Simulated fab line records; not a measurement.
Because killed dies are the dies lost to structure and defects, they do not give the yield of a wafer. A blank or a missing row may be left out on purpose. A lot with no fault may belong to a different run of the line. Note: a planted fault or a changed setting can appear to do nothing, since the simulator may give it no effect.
2 desks looking at one fault | flow gf180mcu | each desk holds nothing but its own numbers, with what lay behind them at the end

## METROLOGY DESK
Means of the sampled wafers that have a number, per lot and without regard to the tool the lot ran on: this is what the gauges read. A lot is out of limits, marked OUT, if its mean lies more than 4 standard deviations from the usual mean; the brackets give that distance.
Columns: A = V3_BOW at GF_V3_BOW_MEAS_05, usual 117 um; B = V4_OVL at GF_V4_OVL_MEAS_15, usual 1 nm
lot  | first seen here | A   | B
L963 | day 22 05:35    | 110 | 8
L964 | day 22 16:22    | 118 | -2
L967 | day 23 21:16    | 113 | -6
L974 | day 25 19:22    | 125 | -4
L977 | day 26 23:52    | 116 | -2
L978 | day 27 11:19    | 117 | -3
L979 | day 27 12:52    | 120 | -1
L980 | day 27 21:17    | 112 | 4
L981 | day 28 02:37    | 118 | -2
L985 | day 29 07:09    | 122 | 4
L986 | day 29 12:49    | 127 | 3
Finding of this desk: none of the 11 lots has anything out of limits.

## THE TOOL OWNER'S DESK: rie_metal-01
The tool's own readings at GF_M4_METAL_ETCH_16 (etches the open film in Cl2/BCl3, stops on SiO2, target depth 627.5 nm, time 104.6 s): means of the sampled wafers that have a number, for each lot that ran on this tool. A lot is out of limits, marked OUT, if its mean lies more than 4 standard deviations from the usual mean; the brackets give that distance.
Columns: A = drypump_motor_current_A at GF_M4_METAL_ETCH_16, usual 5.8 A; B = mfc_cl2_sccm at GF_M4_METAL_ETCH_16, usual 80.04 sccm; C = oes_product_au at GF_M4_METAL_ETCH_16, usual 0.972 a.u.; D = throttle_valve_pct at GF_M4_METAL_ETCH_16, usual 28.251 %
lot  | first seen here | A   | B     | C     | D
L964 | day 24 15:41    | 5.6 | 80.03 | 0.970 | 28.258
L977 | day 28 18:00    | 5.4 | 79.91 | 0.966 | 28.261
L978 | day 29 05:38    | 5.8 | 80.46 | 0.979 | 28.240
Finding of this desk: none of the 3 lots has anything out of limits.

## BROUGHT TOGETHER
At the metrology desk, nothing out of limits was observed.
The tool owner's desk saw nothing out of limits.

## WHAT THE SIMULATOR HAD PUT IN
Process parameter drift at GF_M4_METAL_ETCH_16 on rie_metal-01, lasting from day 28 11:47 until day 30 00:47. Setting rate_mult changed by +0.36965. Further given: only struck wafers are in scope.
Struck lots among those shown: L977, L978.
